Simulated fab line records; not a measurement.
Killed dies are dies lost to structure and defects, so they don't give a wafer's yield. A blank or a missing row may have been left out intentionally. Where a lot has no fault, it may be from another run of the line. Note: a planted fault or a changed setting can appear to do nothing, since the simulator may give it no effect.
Which of the tools did it? | flow gf180mcu | Sampling: 14 lots, 40 wafers, 3 of 602 route steps

== WHAT THE GAUGES READ, wafer by wafer ==
GF_HV_LDD_CD_MEAS_31 targets a cd of 400 nm.
lot  | measured     | on       | cdNm (nm)
L919 | day 11 08:29 | cdSem-02 | 398.2 399.4 401.2
L921 | day 12 01:37 | cdSem-01 | 399.9 400.9 401.0
L922 | day 12 10:05 | cdSem-01 | 398.9 398.5 398.7
L924 | day 13 07:02 | cdSem-01 | 405.0 406.0 406.3
L925 | day 13 13:54 | cdSem-01 | 403.0 401.4 400.5
L926 | day 13 15:52 | cdSem-01 | 398.6 400.4 399.9
L929 | day 14 18:32 | cdSem-02 | 404.9 401.5
L933 | day 16 06:01 | cdSem-01 | 401.5 403.2 401.9
L934 | day 16 07:29 | cdSem-01 | 400.1 399.1
L936 | day 17 17:55 | cdSem-01 | 399.6 401.9 401.5
L938 | day 18 02:31 | cdSem-01 | 401.9 402.6 403.7
L940 | day 18 04:47 | cdSem-01 | 402.1 401.3 400.3
L941 | day 18 23:25 | cdSem-01 | 397.0 398.3 397.1
L942 | day 19 12:19 | cdSem-01 | 398.0 397.7 398.6

GF_M1_RS_MEAS_05: uses a four-point probe to measure.
lot  | measured     | on           | M1_ALCU_RS (ohm/sq)
L919 | day 15 23:41 | filmMetro-04 | 0.0692 0.0696 0.0698
L921 | day 16 18:22 | filmMetro-02 | 0.0685 0.0692 0.0701
L922 | day 17 03:31 | filmMetro-02 | 0.0695 0.0702 0.0698
L924 | day 18 05:44 | filmMetro-04 | 0.0685 0.0683 0.0681
L925 | day 18 10:31 | filmMetro-02 | 0.0704 0.0699 0.0701
L926 | day 18 15:32 | filmMetro-02 | 0.0703 0.0696 0.0706
L929 | day 20 00:44 | filmMetro-04 | 0.0688 0.0691
L933 | day 21 11:49 | filmMetro-02 | 0.0695 0.0700 0.0695
L934 | day 21 12:46 | filmMetro-02 | 0.0693 0.0702
L936 | day 23 00:59 | filmMetro-02 | 0.0688 0.0691 0.0697
L938 | day 23 07:17 | filmMetro-04 | 0.0697 0.0694 0.0694
L940 | day 23 11:35 | filmMetro-04 | 0.0716 0.0706 0.0707
L941 | day 24 03:31 | filmMetro-04 | 0.0697 0.0695 0.0694
L942 | day 24 16:25 | filmMetro-04 | 0.0696 0.0689 0.0692

== WHAT TOOL EACH LOT RAN ON (gives the tool, then ch and the chambers of the sampled wafers, and finally the start) ==
lot  | GF_STI_ETCH_13
L919 | rieDiel-02 ch 0,2,3, day 2 01:37
L921 | rieDiel-01 ch 0,1, day 2 10:59
L922 | rieDiel-01 ch 0,1, day 2 16:44
L924 | rieDiel-01 ch 2,3, day 3 03:43
L925 | rieDiel-03 ch 0,1,3, day 3 09:35
L926 | rieDiel-01 ch 0,3, day 3 13:10
L929 | rieDiel-03 ch 0,2, day 4 05:17
L933 | rieDiel-03 ch 0,1,2, day 5 03:26
L934 | rieDiel-03 ch 0,2, day 5 07:29
L936 | rieDiel-01 ch 0,1,2, day 5 19:34
L938 | rieDiel-02 ch 0,1,3, day 6 03:35
L940 | rieDiel-02 ch 1,2, day 6 12:49
L941 | rieDiel-01 ch 0,1, day 6 23:02
L942 | rieDiel-02 ch 0,1,3, day 7 06:55
- GF_STI_ETCH_13: etches the open film in CHF3/O2, stops on Si, target depth 282.31 nm, time 112.9 s.

== WHAT THE TOOLS THEMSELVES READ (means of the sampled wafers that have a number; where no wafer has one, the mark that the record gives instead) ==
GF_STI_ETCH_13.
lot  | tool       | drypumpMotorCurrentA (A) | oesProductAu (a.u.) | throttleValvePct (%)
L919 | rieDiel-02 | 5.9                      | 0.825               | 8.807
L921 | rieDiel-01 | 5.0                      | 0.837               | 8.809
L922 | rieDiel-01 | 5.1                      | 0.831               | 8.810
L924 | rieDiel-01 | 6.4                      | 0.833               | 8.809
L925 | rieDiel-03 | 5.9                      | 0.827               | 8.806
L926 | rieDiel-01 | 5.6                      | 0.830               | 8.810
L929 | rieDiel-03 | 5.8                      | 0.829               | 8.814
L933 | rieDiel-03 | 5.8                      | 0.829               | 8.797
L934 | rieDiel-03 | 5.8                      | 0.821               | 8.801
L936 | rieDiel-01 | 5.5                      | 0.830               | 8.810
L938 | rieDiel-02 | 5.6                      | 0.828               | 8.805
L940 | rieDiel-02 | 5.7                      | 0.825               | 8.806
L941 | rieDiel-01 | 5.1                      | 0.821               | 8.810
L942 | rieDiel-02 | 5.6                      | 0.833               | 8.806

== THE ANSWER, worked out from the rows above alone ==
Rule: the usual values come from the lots themselves. Put in order of their means at a reading, lots are off if they are a third of the lots or fewer, leave a main group of 4 or more, and stand apart from it by a gap of 3 or more times the standard deviation of the main group's means; of several such gaps the widest counts. Not used: any main group whose means are identical at the precision the tables above print for the reading. A lot without any number at a reading at which 4 lots or more have one is off too. Where the step has rows for the other lots, those lots are counted as sound. First the gauges in route order, then the tools' own readings, where a lot's mean is used as printed above. The first step at which some lot is off is used, and at that step the reading that is off furthest; a lot without a number counts as furthest.
Nothing can be told from this: no lot is off at any reading shown.

== WHAT THE SIMULATOR HAD PUT IN ==
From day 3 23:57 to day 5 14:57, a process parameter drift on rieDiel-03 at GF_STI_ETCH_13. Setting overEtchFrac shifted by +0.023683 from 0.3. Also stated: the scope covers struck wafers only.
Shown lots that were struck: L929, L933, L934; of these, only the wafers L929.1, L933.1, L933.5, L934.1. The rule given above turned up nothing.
